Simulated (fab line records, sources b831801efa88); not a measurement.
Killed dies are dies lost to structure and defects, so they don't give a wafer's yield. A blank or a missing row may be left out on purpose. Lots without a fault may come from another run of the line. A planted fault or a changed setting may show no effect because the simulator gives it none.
Problem report in the 8D (eight disciplines) form, filled by code | flow gf180mcu | the parts of the form that need people (team, actions taken, sign-off) are left out

1. THE PROBLEM
V3_CVD_00_THK at GF_V3_THK_MEAS_01 reads a mean of 298 nm on 6 wafers of 2 lots; wafers without a fault read 599 nm with a standard deviation of 5.9. That is -51 standard deviations from the usual mean.
First seen on wafer L922.1, day 26 07:15, on film_metro-02. The record holds 36 wafers of 12 lots with a number at this step. Rule for "out", or "out of limits": more than 4 standard deviations from the usual mean. The other wafers with a number count as sound.

2. WHAT IT IS AND WHAT IT IS NOT
question                    | is                     | is not
which readings at this step | V3_CVD_00_THK          | -
which lots                  | L922, L925             | L909, L910, L911, L912, L913, L918, L923, L926, L928, L929
which wafers of those lots  | all that have a number | -
read on which gauges        | film_metro-02          | film_metro-01, film_metro-04
when                        | from day 26 07:15      | up to then (18 sound wafers); but 12 sound wafers of L923, L926, L928, L929 came after

3. SUSPECTS, AND WHAT RULES EACH OUT
Counting: a tool at a process step up to the reading stays a suspect if it ran every lot that is out and no sound lot after the first of them.
- the gauge at GF_V3_THK_MEAS_01: ruled out. All the wafers that are out were read on film_metro-02, but those of them that GF_V3_CVD_00 has rows for are out there too, on other tools.
- hdpcvd-01 at GF_V3_CVD_00 (deposits SiO2, target thk 600 nm, time 100 s): kept. It ran every lot that is out, first L922 (day 26 07:11), and no sound lot after that; its last sound lot up to then is L918 (day 24 23:05). Its own readings are out on those wafers: sih4_flow_sccm.
Left after counting: hdpcvd-01 at GF_V3_CVD_00.

4. THE CAUSE (what the simulator had put in)
Process parameter drift: hdpcvd-01, from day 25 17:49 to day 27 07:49, at GF_V3_CVD_00. Setting sih4_flow_sccm, moved by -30, from 60. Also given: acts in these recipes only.
Counting left only this tool.

5. THE CHAIN OF EFFECTS, in route order
Each row: a reading whose mean over the struck wafers that have a number lies more than 3 standard deviations from the usual. Only readings for which the record gives a usual standard deviation are gone through. hours: the time from each lot's start at the first step in this table that gives one to its start at this step, as a median over the lots. sigmas: the change in usual standard deviations.
hours | step              | reading        | usual      | on struck wafers | change | sigmas
0     | GF_V3_CVD_00      | sih4_flow_sccm | 59.98 sccm | 29.97            | -30.01 | -99 or more
0     | GF_V3_THK_MEAS_01 | V3_CVD_00_THK  | 599 nm     | 298              | -301   | -51
The process steps in it:
- GF_V3_CVD_00: deposits SiO2, target thk 600 nm, time 100 s.

6. WHAT WOULD HAVE CAUGHT IT SOONER
In this record the first reading out of limits at a measuring or inspecting step was taken at day 26 07:15, 13 hours after the fault began at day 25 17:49.
The tool's own readings at GF_V3_CVD_00 were out on every struck wafer that the step has a row for (sih4_flow_sccm): an alarm limit on them would have fired on the first of those.
Of the lots that are out (2), L925 began GF_V3_CVD_00 on hdpcvd-01 after day 26 07:15. A hold on the tool at that time would have spared it.
